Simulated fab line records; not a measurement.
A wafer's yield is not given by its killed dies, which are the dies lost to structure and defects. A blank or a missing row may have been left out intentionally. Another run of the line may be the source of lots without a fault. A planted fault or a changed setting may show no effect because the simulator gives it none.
Struck lot and sound lot, side by side ; flow sky130 ; 36 steps out of a route of 708
Sound: these wafers, L653.1, L653.2, L653.3. Struck: wafers L656.1, L656.4, L656.6. At the end, the cause is stated.
At each step with rows: each side's tool, then ch and its chambers, then its first start. Under that, the readings that differ: sound wafers ; struck wafers ; difference of the means ; sigmas: that difference in standard deviations of wafers without a fault.
alike: a reading whose means differ by less than 2 such deviations, as well as words and numbers matching on both sides. not compared: withheld readings; readings where some wafer has no value; bounds like >300 that might hide an equal value; numbers whose values overlap and for which the record gives no deviation.
The two part at a step that has a row with sigmas, a row that says differs or no value, or rows on one side only. When numbers do not overlap yet have no deviation, they are printed without sigmas and do not part them. A reading missing from all wafers of one side parts the sides only when that side holds two or more wafers.

first, 10 steps without rows for these wafers: SKY_GATE_OXIDE_COAT_05 (resist thk 1140 nm); SKY_GATE_OXIDE_SOFTBAKE_06 (time 60 s); SKY_GATE_OXIDE_EXPOSE_07 (exposes mask LVOM, target cd 600 nm); SKY_GATE_OXIDE_PEB_08; SKY_GATE_OXIDE_DEVELOP_09 (develop time 60 s); SKY_GATE_OXIDE_IMPLANT_11; SKY_GATE_OXIDE_WET_ETCH_12 (etches SiO2 in dHF, target depth 16.8 nm, time 336 s); SKY_GATE_OXIDE_STRIP_13 (strips in O2/N2); SKY_GATE_OXIDE_CLEAN_15 (cleans in SC1/SC2, time 150 s); SKY_GATE_OXIDE_OXIDATION_16 (stabilise 600 s, purge 300 s, target thk 3.57 nm).
SKY_POLY_GATE_CVD_00: deposits poly-Si, target thk 180 nm, time 720 s.
  sound on lpcvd-01 ch 1, day 18 09:31; struck on lpcvd-01 ch 0, day 19 17:34
reading;sound;struck;difference;sigmas
pressure_mtorr (mTorr);200.6 200.1 200.2;100.3 100.4 100.4;-99.9;-99 or more
zone_power_lower_pct (%);8.94 8.80 8.78;9.23 9.05 9.33;+0.36;+2
model.poly-Si_of_POLY_GATE_CVD_00.thk_nm (nm);178.3 178.7 180.2;127.8 128 127.9;-51.2;
  alike: zone_power_centre_pct
SKY_POLY_GATE_THK_MEAS_01:
  sound on film_metro-02 at day 18 10:43; struck on film_metro-03 at day 19 18:46
reading;sound;struck;difference;sigmas
POLY_GATE_CVD_00_THK (nm);178.3 178.7 180.2;127.8 127.9 127.9;-51.2;-30
then, 9 steps without rows for these wafers: SKY_RES_PROTECT_DEHYDRATE_00 (time 60 s); SKY_RES_PROTECT_HMDS_01 (prime time 60 s); SKY_RES_PROTECT_COAT_02 (resist thk 1140 nm); SKY_RES_PROTECT_SOFTBAKE_03 (time 60 s); SKY_RES_PROTECT_EXPOSE_04 (exposes mask RPM, target cd 1270 nm); SKY_RES_PROTECT_PEB_05; SKY_RES_PROTECT_DEVELOP_06 (develop time 60 s); SKY_POLY_GATE_IMPLANT_02; SKY_RES_PROTECT_STRIP_07 (strips in O2/N2).
SKY_RES_PROTECT_CLEAN_09: cleans in SC1/SC2, time 150 s.
  sound on wet_bench-03 ch 1, day 19 16:46; struck on wet_bench-04 ch 3, day 21 01:09
reading;sound;struck;difference;sigmas
model.poly-Si_of_POLY_GATE_CVD_00.thk_nm (nm);177.7 178 179.5;127.2 127.4 127.2;-51.1;
then, 11 steps without rows for these wafers: SKY_POLY_GATE_CVD_03 (deposits Si3N4 from DCS/NH3, target thk 75 nm, time 1290 s); SKY_POLY_GATE_DEHYDRATE_05 (time 60 s); SKY_POLY_GATE_HMDS_06 (prime time 60 s); SKY_POLY_GATE_COAT_07 (resist thk 110 nm); SKY_POLY_GATE_COAT_08 (resist thk 450 nm); SKY_POLY_GATE_SOFTBAKE_09 (time 90 s); SKY_POLY_GATE_EXPOSE_10 (exposes mask P1M, target cd 150 nm); SKY_POLY_GATE_PEB_11; SKY_POLY_GATE_DEVELOP_12 (develop time 60 s); SKY_POLY_GATE_ETCH_15 (etches BARC in N2/H2, stops on SiO2, time 118.5 s, target depth 110 nm); SKY_POLY_GATE_ETCH_16 (etches Si3N4 in CH3F/O2, stops on poly-Si, time 147.5 s, target depth 75 nm).
SKY_POLY_GATE_ETCH_17: etches poly-Si in HBr/Cl2, stops on SiO2, target depth 180 nm, time 70.5 s.
  sound on rie_si-01 ch 1,2,3, day 21 00:52; struck on rie_si-01 ch 0,1,3, day 22 09:08
reading;sound;struck;difference;sigmas
oes_product_au (a.u.);0.987 0.977 0.989;0.784 0.783 0.785;-0.200;-24
model.etch.depth_nm (nm);177.7 178 179.5;127.2 127.4 127.2;-51.1;
model.POLY_GATE.feature_depth_nm (nm);177.7 178 179.5;127.2 127.4 127.2;-51.1;
  alike: drypump_motor_current_A, throttle_valve_pct
  not compared: rf_hours_counter_h
then, 1 step without rows for these wafers: SKY_POLY_GATE_STRIP_18 (strips in O2/N2).
-- record jumps: 27 days separate the struck wafers' starts on either side; left off in module POLY_GATE, taken up again in module PAD_OPEN, whose first shown step is the route's number 708 --
SKY_PAD_OPEN_PROBE_99:
  sound on prober-01 at day 48 22:40; struck on prober-02 at day 49 19:34
reading;sound;struck;difference;sigmas
model.etest.res_xhigh_po.line_ohm_um;6085 5979 5692;5048 5070 4917;-907;
model.etest.res_high_po.line_ohm_um;774.1 786 733.2;942.2 916.5 922.4;+162.6;
model.etest.res_poly.line_ohm_um;523.5 531.2 490.7;692.4 674.6 679.7;+167.1;
model.etest.res_xhigh_po.rs_ohm_sq;2109 2108 2046;1748 1781 1738;-332;
model.etest.tip_sonos.rs_ohm_sq;2723 2792 2807;2517 2482 2487;-279;
model.etest.res_high_po.rs_ohm_sq;270.5 271.5 262.2;325.5 326 322.2;+56.5;
model.etest.licon_high_po.rc_ohm;344.8 358.7 324.6;311.4 309.9 305.4;-33.8;
model.etest.res_poly.rs_ohm_sq;49.59 49.55 48.14;63.23 63.58 63.02;+14.18;
  alike: killed_at_M0_to_M3, killed_at_M4_up, killed_at_contacts, killed_at_front_end, killed_dies, killed_open, killed_short

WHERE THEY PART
At SKY_POLY_GATE_CVD_00 first; at SKY_POLY_GATE_ETCH_17 last (within this record only). Later steps at which nothing parts them and some readings are alike: SKY_PAD_OPEN_PROBE_99.

WHY: whatever the simulator had introduced
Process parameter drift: lpcvd-01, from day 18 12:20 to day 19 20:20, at SKY_POLY_GATE_CVD_00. A move of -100 in setting pressure_mtorr, from 200.
